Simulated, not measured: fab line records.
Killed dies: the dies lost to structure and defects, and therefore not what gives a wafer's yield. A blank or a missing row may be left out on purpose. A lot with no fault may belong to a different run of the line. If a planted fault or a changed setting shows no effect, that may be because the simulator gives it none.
A struck lot beside a sound one :: flow sky130 :: 35 steps out of a route of 708
Sound: these wafers, L819.1, L819.2, L819.4. Wafers L828.2, L828.3, L828.5 were the ones struck. At the end, the cause is stated.
Order at every step that has rows: each side's tool, ch and its chambers, its first start. Under that, the readings that differ: sound wafers :: struck wafers :: difference of the means :: sigmas: that difference in standard deviations of wafers without a fault.
alike: readings whose means differ by less than 2 such deviations, and words and numbers that are the same on both sides. not compared: withheld readings, readings that some wafer has no value for, bounds like >300 that may hide the same value, and numbers for which the record gives no deviation and whose values overlap.
Wherever a step has rows on one side only, a row that says differs or no value, or a row with sigmas, the two part there. Numbers that have no deviation but don't overlap get no sigmas and don't part them. A reading that every wafer of one side lacks parts them only if that side has two wafers or more.

first, 10 steps without rows for these wafers: SKY_POLY_GATE_COAT_08 (resist thk 450 nm); SKY_POLY_GATE_SOFTBAKE_09 (time 90 s); SKY_POLY_GATE_EXPOSE_10 (exposes mask P1M, target cd 150 nm); SKY_POLY_GATE_PEB_11; SKY_POLY_GATE_DEVELOP_12 (develop time 60 s); SKY_POLY_GATE_ETCH_15 (etches BARC in N2/H2, stops on SiO2, time 118.5 s, target depth 110 nm); SKY_POLY_GATE_ETCH_16 (etches Si3N4 in CH3F/O2, stops on poly-Si, time 147.5 s, target depth 75 nm); SKY_POLY_GATE_ETCH_17 (etches poly-Si in HBr/Cl2, stops on SiO2, target depth 180 nm, time 70.5 s); SKY_POLY_GATE_STRIP_18 (strips in O2/N2); SKY_POLY_GATE_CLEAN_19 (cleans in SC1/SC2, time 150 s).
SKY_POLY_GATE_OXIDATION_20: stabilise 600 s, purge 300 s, target thk 4 nm.
  sound on furnace-01 ch 0, day 19 21:44; struck on furnace-01 ch 0, day 23 00:29
  alike: spike-tc-upper-C
then, 23 steps without rows for these wafers: SKY_LDD_N_DEHYDRATE_00 (time 60 s); SKY_LDD_N_HMDS_01 (prime time 60 s); SKY_LDD_N_COAT_02 (resist thk 300 nm); SKY_LDD_N_SOFTBAKE_03 (time 60 s); SKY_LDD_N_EXPOSE_04 (exposes mask NTM, target cd 840 nm); SKY_LDD_N_PEB_05; SKY_LDD_N_DEVELOP_06 (develop time 60 s); SKY_LDD_N_IMPLANT_08; SKY_LDD_N_IMPLANT_09; SKY_LDD_N_IMPLANT_10; SKY_LDD_N_IMPLANT_11; SKY_LDD_N_IMPLANT_12; SKY_LDD_N_IMPLANT_13; SKY_LDD_N_IMPLANT_14; SKY_LDD_N_IMPLANT_15; SKY_LDD_N_STRIP_16 (strips in O2/N2); SKY_LDD_P_DEHYDRATE_00 (time 60 s); SKY_LDD_P_HMDS_01 (prime time 60 s); SKY_LDD_P_COAT_02 (resist thk 1140 nm); SKY_LDD_P_SOFTBAKE_03 (time 60 s); SKY_LDD_P_EXPOSE_04 (exposes mask PSDM, target cd 380 nm); SKY_LDD_P_PEB_05; SKY_LDD_P_DEVELOP_06 (develop time 60 s).
-- here the record skips 27 days between the struck wafers' starts before and after, leaving off in module LDD_P and picking up in module PAD_OPEN (first step shown: number 708 of the route) --
SKY_PAD_OPEN_PROBE_99:
  sound on prober-01, day 48 00:13; struck on prober-02, day 50 00:19
reading: model.etest.diode-nwell-sub.leak-log10-a-cm2
sound: -7.628 -7.493 -7.2
struck: -5.877 -6.143 -6.011
difference: +1.430
sigmas: 

reading: model.etest.diode-dnwell-sub.leak-log10-a-cm2
sound: -7.173 -7.507 -7.06
struck: -6.292 -6.022 -6.171
difference: +1.085
sigmas: 

reading: model.etest.diode-pwell-dnwell.leak-log10-a-cm2
sound: -7.576 -7.594 -7.445
struck: -6.317 -6.268 -6.175
difference: +1.285
sigmas: 

reading: model.etest.diode-ndiff-pwell-hv.leak-log10-a-cm2
sound: -6.312 -6.663 -6.628
struck: -5.894 -5.801 -6.081
difference: +0.609
sigmas: 

reading: model.etest.diode-pdiff-nwell-hv.leak-log10-a-cm2
sound: -6.588 -6.518 -6.474
struck: -5.859 -5.652 -5.821
difference: +0.749
sigmas: 

reading: model.etest.diode-ndiff-pwell.leak-log10-a-cm2
sound: -7.135 -7.367 -7.363
struck: -6.563 -6.796 -6.571
difference: +0.645
sigmas: 

reading: model.etest.diode-pdiff-nwell.leak-log10-a-cm2
sound: -7.239 -7.254 -7.087
struck: -6.433 -6.519 -6.502
difference: +0.709
sigmas: 

reading: model.etest.nfet_16v.off-log10-a-um
sound: -13.83 -13.83 -13.84
struck: -13.19 -13.31 -13.39
difference: +0.54
sigmas: 
  alike: killed_at_M0_to_M3, killed_at_M4_up, killed-at-contacts, killed-at-front-end, killed-at-other, killed-dies, killed-open, killed-short

== WHERE THEY PART ==
Nowhere in this record.

WHY: what the simulator had put in
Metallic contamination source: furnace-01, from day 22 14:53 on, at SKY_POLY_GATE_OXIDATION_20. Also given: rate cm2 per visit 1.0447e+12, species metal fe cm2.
